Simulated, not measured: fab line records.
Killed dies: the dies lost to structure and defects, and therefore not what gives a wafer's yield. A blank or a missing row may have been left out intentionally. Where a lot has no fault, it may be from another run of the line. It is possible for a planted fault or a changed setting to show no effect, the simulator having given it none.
One fault seen from 2 desks :: flow gf180mcu :: every desk sees just its own numbers, and what lay behind them comes last

## FROM THE METROLOGY DESK
Lot by lot, what the gauges showed, no matter which tool ran the lot: averages of those sampled wafers that carry a number. If a lot's mean is further than 4 standard deviations from the usual mean, the lot is out of limits and carries the mark OUT (the distance appears in the brackets).
Columns: A = cd_nm at GF_V2_CD_MEAS_14, usual 259.6 nm; B = V2_OVL at GF_V2_OVL_MEAS_15, usual 0 nm; C = V2_W_RS at GF_V2_RS_MEAS_24, usual 0.330 ohm/sq
lot: L448
first seen here: day 21 07:20
A: 259.8
B: -7
C: 0.334

lot: L451
first seen here: day 22 16:00
A: 261.6
B: 3
C: 0.325

lot: L462
first seen here: day 26 11:13
A: 258.9
B: 3
C: 0.329

lot: L463
first seen here: day 26 11:39
A: 258.9
B: 4
C: 0.335

lot: L464
first seen here: day 27 05:43
A: 259.6
B: -0
C: 0.332

lot: L466
first seen here: day 27 06:37
A: 262.1
B: -3
C: 0.333

lot: L468
first seen here: day 27 22:41
A: 261.8
B: 3
C: 0.335
This desk's verdict: no lot among the 7 shows anything out of limits.

## FOR THE TOOL OWNER'S DESK: cvd_w-01
The tool's own readings at GF_V2_CVD_23 (deposits W, target thk 350 nm, time 104.94 s): means of the sampled wafers that have a number, for each lot that ran on this tool. If a lot's mean is further than 4 standard deviations from the usual mean, the lot is out of limits and carries the mark OUT (the distance appears in the brackets).
Columns: A = heater_power_w at GF_V2_CVD_23, usual 897 W
lot: L451
first seen here: day 22 16:59
A: 925

lot: L462
first seen here: day 26 12:08
A: 905

lot: L463
first seen here: day 26 12:36
A: 880

lot: L464
first seen here: day 27 06:39
A: 901
This desk's verdict: no lot among the 4 shows anything out of limits.

## BROUGHT TOGETHER
The metrology desk saw nothing out of limits.
The desk of the tool owner found nothing out of limits.

## WHAT THE SIMULATOR HAD PUT IN
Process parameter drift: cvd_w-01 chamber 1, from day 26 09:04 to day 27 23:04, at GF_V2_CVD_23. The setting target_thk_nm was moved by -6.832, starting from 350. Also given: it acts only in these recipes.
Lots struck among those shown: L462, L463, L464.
